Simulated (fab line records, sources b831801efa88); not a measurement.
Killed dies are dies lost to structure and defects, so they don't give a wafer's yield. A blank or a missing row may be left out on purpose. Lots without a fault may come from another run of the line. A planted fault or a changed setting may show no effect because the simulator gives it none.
A struck lot beside a sound one | flow sky130 | 15 steps out of a route of 708
Sound: wafers L123.1, L123.4, L123.5. Struck: wafer L130.4. (L130.3 of the same lot was not struck and is left out.) The cause comes at the end.
At each step with rows: each side's tool, then ch and its chambers, then its first start. Under that, the readings that differ: sound wafers | struck wafers | difference of the means | sigmas: that difference in standard deviations of wafers without a fault.
alike: readings whose means differ by less than 2 such deviations, and words and numbers that are the same on both sides. not compared: withheld readings, readings that some wafer has no value for, bounds like >300 that may hide the same value, and numbers for which the record gives no deviation and whose values overlap.
The two part at a step that has a row with sigmas, a row that says differs or no value, or rows on one side only. Numbers that don't overlap but have no deviation are shown without sigmas and don't part them. A reading that every wafer of one side lacks parts them only if that side has two wafers or more.

SKY_POLY_GATE_OVL_MEAS_14:
  sound on overlay-01, day 17 06:10; struck on overlay-02, day 19 12:47
  reading            | sound   | struck | difference | sigmas
  POLY_GATE_OVL (nm) | -7 -6 2 | 8      | +12        | +2
SKY_POLY_GATE_ETCH_15: etches BARC in N2/H2, stops on SiO2, time 118.5 s, target depth 110 nm.
  sound on rie_diel-04 ch 0,2, day 17 06:12; struck on rie_diel-01 ch 1, day 19 12:49
  alike: drypump_motor_current_A, oes_product_au, throttle_valve_pct
  not compared: rf_hours_counter_h
SKY_POLY_GATE_ETCH_16: etches Si3N4 in CH3F/O2, stops on poly-Si, time 147.5 s, target depth 75 nm.
  sound on rie_diel-04 ch 0,2, day 17 06:17; struck on rie_diel-01 ch 1, day 19 12:54
  alike: drypump_motor_current_A, oes_product_au, throttle_valve_pct
  not compared: rf_hours_counter_h
SKY_POLY_GATE_ETCH_17: etches poly-Si in HBr/Cl2, stops on SiO2, target depth 180 nm, time 70.5 s.
  sound on rie_si-02 ch 0,1,2, day 17 06:23; struck on rie_si-01 ch 3, day 19 13:00
  alike: drypump_motor_current_A, oes_product_au, throttle_valve_pct
  not compared: rf_hours_counter_h
SKY_POLY_GATE_STRIP_18: strips in O2/N2.
  sound on plasma_asher-03 ch 0,1, day 17 06:26; struck on plasma_asher-02 ch 1, day 19 13:05
  reading                      | sound             | struck | difference | sigmas
  oes_product_au (a.u.)        | 0.368 0.366 0.360 | 0.354  | -0.011     | -2
  strip_time_to_endpoint_s (s) | 3.25 3.25 3.24    | 3.10   | -0.15      | -3
  alike: drypump_motor_current_A
  not compared: rf_hours_counter_h
then, 2 steps without rows for these wafers: SKY_POLY_GATE_CLEAN_19 (cleans in SC1/SC2, time 150 s); SKY_POLY_GATE_OXIDATION_20 (stabilise 600 s, purge 300 s, target thk 4 nm).
SKY_POLY_GATE_THK_MEAS_21:
  sound on film_metro-04, day 17 08:57; struck on film_metro-02, day 19 14:43
  alike: POLY_GATE_OXIDATION_THK
SKY_POLY_GATE_CD_MEAS_22:
  sound on cd_sem-02, day 17 09:01; struck on cd_sem-02, day 19 14:49
  reading    | sound       | struck | difference | sigmas
  cd_nm (nm) | 149 148 151 | 142    | -7         | -2
then, 3 steps without rows for these wafers: SKY_LDD_N_DEHYDRATE_00 (time 60 s); SKY_LDD_N_HMDS_01 (prime time 60 s); SKY_LDD_N_COAT_02 (resist thk 300 nm).
SKY_LDD_N_SOFTBAKE_03: time 60 s.
  sound on litho_track-04 ch 0, day 17 23:49; struck on litho_track-04 ch 0, day 20 05:55
  reading          | sound             | struck | difference | sigmas
  run_length_s (s) | 88.88 88.80 88.85 | 91.15  | +2.31      | +15
then, 1 step without rows for these wafers: SKY_LDD_N_EXPOSE_04 (exposes mask NTM, target cd 840 nm).
-- the record jumps here: 28 days lie between the struck wafers' starts before and after (it left off in module LDD_N and takes up again in module PAD_OPEN, whose first step shown is number 708 of the route) --
SKY_PAD_OPEN_PROBE_99:
  sound on prober-01, day 46 16:55; struck on prober-02, day 48 02:26
  alike: killed_at_M0_to_M3, killed_at_M4_up, killed_at_contacts, killed_at_front_end, killed_at_other, killed_dies, killed_on_rim, killed_open, killed_short

WHERE THEY PART
First at SKY_POLY_GATE_OVL_MEAS_14; last, within this record, at SKY_LDD_N_SOFTBAKE_03. Later steps at which nothing parts them and some readings are alike: SKY_PAD_OPEN_PROBE_99.

WHY: what the simulator had put in
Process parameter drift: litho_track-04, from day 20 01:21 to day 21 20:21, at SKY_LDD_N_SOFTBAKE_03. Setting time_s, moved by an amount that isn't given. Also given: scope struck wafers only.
